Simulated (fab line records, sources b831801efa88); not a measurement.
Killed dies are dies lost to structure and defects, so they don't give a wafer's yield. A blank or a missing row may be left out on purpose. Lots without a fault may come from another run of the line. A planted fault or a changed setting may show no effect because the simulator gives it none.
Which tool did it? | flow sky130 | 10 lots, 30 wafers sampled, at 5 steps of a route of 708

WHAT THE GAUGES READ, wafer by wafer
SKY_CAP2M_OVL_MEAS_12. Usual: CAP2M_OVL 0.8 nm, standard deviation 1.5.
lot  | measured     | on         | CAP2M_OVL (nm) | flag
L762 | day 41 09:16 | overlay-02 | 3.0 1.8 0.7    |
L764 | day 42 03:40 | overlay-02 | 1.5 0.8 -0.3   |
L763 | day 42 04:08 | overlay-02 | -0.1 4.5 1.8   |
L770 | day 43 23:26 | overlay-01 | 1.1 1.6 2.2    |
L774 | day 44 20:04 | overlay-02 | 1.7 -1.5 -1.2  |
L777 | day 45 13:46 | overlay-01 | 0.4 1.8 0.8    |
L778 | day 46 01:16 | overlay-02 | -1.0 -1.6 -3.5 |
L779 | day 46 05:19 | overlay-01 | 0.3 0.1 0.9    |
L780 | day 46 11:40 | overlay-02 | -0.4 1.0 2.8   |
L782 | day 46 15:07 | overlay-01 | 0.3 1.2 0.6    |

SKY_METAL4_OVL_MEAS_14. Usual: METAL4_OVL -2 nm, standard deviation 6.
lot  | measured     | on         | METAL4_OVL (nm) | flag
L762 | day 42 09:49 | overlay-01 | 2 -3 0          |
L764 | day 43 03:59 | overlay-01 | -2 2 -10        |
L763 | day 43 04:34 | overlay-01 | 4 2 -8          |
L770 | day 44 21:14 | overlay-01 | -5 -6 -7        |
L774 | day 45 18:05 | overlay-01 | -3 2 8          |
L777 | day 46 11:31 | overlay-02 | 4 -3 -5         |
L778 | day 46 22:55 | overlay-01 | 2 -6 -6         |
L779 | day 47 03:01 | overlay-02 | -3 -6 -4        |
L780 | day 47 08:38 | overlay-02 | 8 5 -3          |
L782 | day 47 12:28 | overlay-02 | 6 -1 9          |

SKY_VIA4_RS_MEAS_19: measures by four-point-probe. Usual: VIA4_W_RS 0.2274 ohm/sq, standard deviation 0.0024.
lot  | measured     | on            | VIA4_W_RS (ohm/sq)   | flag
L762 | day 43 11:22 | film_metro-02 | 0.2264 0.2224 0.2263 |
L764 | day 44 05:43 | film_metro-01 | 0.2278 0.2286 0.2297 |
L763 | day 44 06:01 | film_metro-03 | 0.2263 0.2247 0.2252 |
L770 | day 45 21:02 | film_metro-02 | 0.2245 0.4133 0.4041 | OFF
L774 | day 46 16:56 | film_metro-01 | 0.2244 0.4087 0.2257 | OFF
L777 | day 47 10:28 | film_metro-02 | 0.2286 0.2302 0.2303 |
L778 | day 47 21:07 | film_metro-03 | 0.2267 0.2274 0.2274 |
L779 | day 48 00:38 | film_metro-01 | 0.2311 0.2299 0.2323 |
L780 | day 48 06:49 | film_metro-03 | 0.2280 0.2312 0.2281 |
L782 | day 48 09:38 | film_metro-01 | 0.2303 0.2281 0.2303 |

SKY_VIA4_THK_MEAS_20: measures by xrf. Usual: VIA4_W_THK 501 nm, standard deviation 6.
lot  | measured     | on            | VIA4_W_THK (nm) | flag
L762 | day 43 11:28 | film_metro-02 | 499 510 500     |
L764 | day 44 05:49 | film_metro-01 | 508 501 499     |
L763 | day 44 06:07 | film_metro-03 | 506 507 507     |
L770 | day 45 21:08 | film_metro-02 | 508 277 283     | OFF
L774 | day 46 17:03 | film_metro-01 | 511 280 505     | OFF
L777 | day 47 10:34 | film_metro-02 | 495 494 493     |
L778 | day 47 21:13 | film_metro-03 | 504 506 505     |
L779 | day 48 00:45 | film_metro-01 | 489 492 486     |
L780 | day 48 06:55 | film_metro-03 | 507 498 505     |
L782 | day 48 09:45 | film_metro-01 | 491 498 489     |

WHICH TOOL RAN EACH LOT (tool, then ch and the chambers of the sampled wafers, then the start)
lot  | SKY_VIA4_CVD_18
L762 | cvd_w-01 ch 0,1, day 43 11:14
L764 | cvd_w-02 ch 0,1, day 44 05:34
L763 | cvd_w-01 ch 0,1, day 44 05:52
L770 | cvd_w-01 ch 0,1, day 45 20:52
L774 | cvd_w-01 ch 0,1, day 46 16:46
L777 | cvd_w-02 ch 0,1, day 47 10:17
L778 | cvd_w-02 ch 0, day 47 20:52
L779 | cvd_w-02 ch 0, day 48 00:22
L780 | cvd_w-02 ch 0,1, day 48 06:38
L782 | cvd_w-02 ch 0,1, day 48 09:28
- SKY_VIA4_CVD_18: deposits W, target thk 505 nm, time 152.14 s.

WHAT THE TOOLS THEMSELVES READ (means of the sampled wafers that have a number; where no wafer has one, the mark that the record gives instead)
SKY_VIA4_CVD_18. Usual: chamber_pressure_Torr 40.01 Torr, standard deviation 0.092; heater_power_w 759 W, standard deviation 79.
lot  | tool     | chamber_pressure_Torr (Torr) | heater_power_w (W) | flag
L762 | cvd_w-01 | 40.08                        | 802                |
L764 | cvd_w-02 | 39.98                        | 730                |
L763 | cvd_w-01 | 40.09                        | 745                |
L770 | cvd_w-01 | 40.02                        | 812                |
L774 | cvd_w-01 | 39.97                        | 747                |
L777 | cvd_w-02 | 40.07                        | 770                |
L778 | cvd_w-02 | 39.98                        | 687                |
L779 | cvd_w-02 | 39.95                        | 686                |
L780 | cvd_w-02 | 39.90                        | 728                |
L782 | cvd_w-02 | 40.03                        | 727                |

THE ANSWER, worked out from the rows above alone
Rule: a lot is off if the mean of its wafers that have a number lies more than 3 standard deviations from the usual mean. A lot without any number at a reading at which 4 lots or more have one is off too. The other lots that the step has rows for count as sound. The gauges are gone through in route order, then the tools' own readings, and for those a lot's mean is taken as printed above. The first step at which some lot is off is used, and at that step the reading that is off furthest; a lot without a number counts as furthest.
Off: L770, L774, at SKY_VIA4_RS_MEAS_19 (VIA4_W_RS).
A tool fits if, at a process step before that reading, it ran every lot that is off, and no sound lot after the first of them. The gauges at SKY_VIA4_RS_MEAS_19 are tried like those tools. One fits: cvd_w-01 at SKY_VIA4_CVD_18. Its last sound lot is L763 (day 44 05:52), its first lot that is off L770 (day 45 20:52): a fault that began between those two fits.

WHAT THE SIMULATOR HAD PUT IN
Process parameter drift: cvd_w-01, from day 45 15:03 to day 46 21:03, at SKY_VIA4_CVD_18. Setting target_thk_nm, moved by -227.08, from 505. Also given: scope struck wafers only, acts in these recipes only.
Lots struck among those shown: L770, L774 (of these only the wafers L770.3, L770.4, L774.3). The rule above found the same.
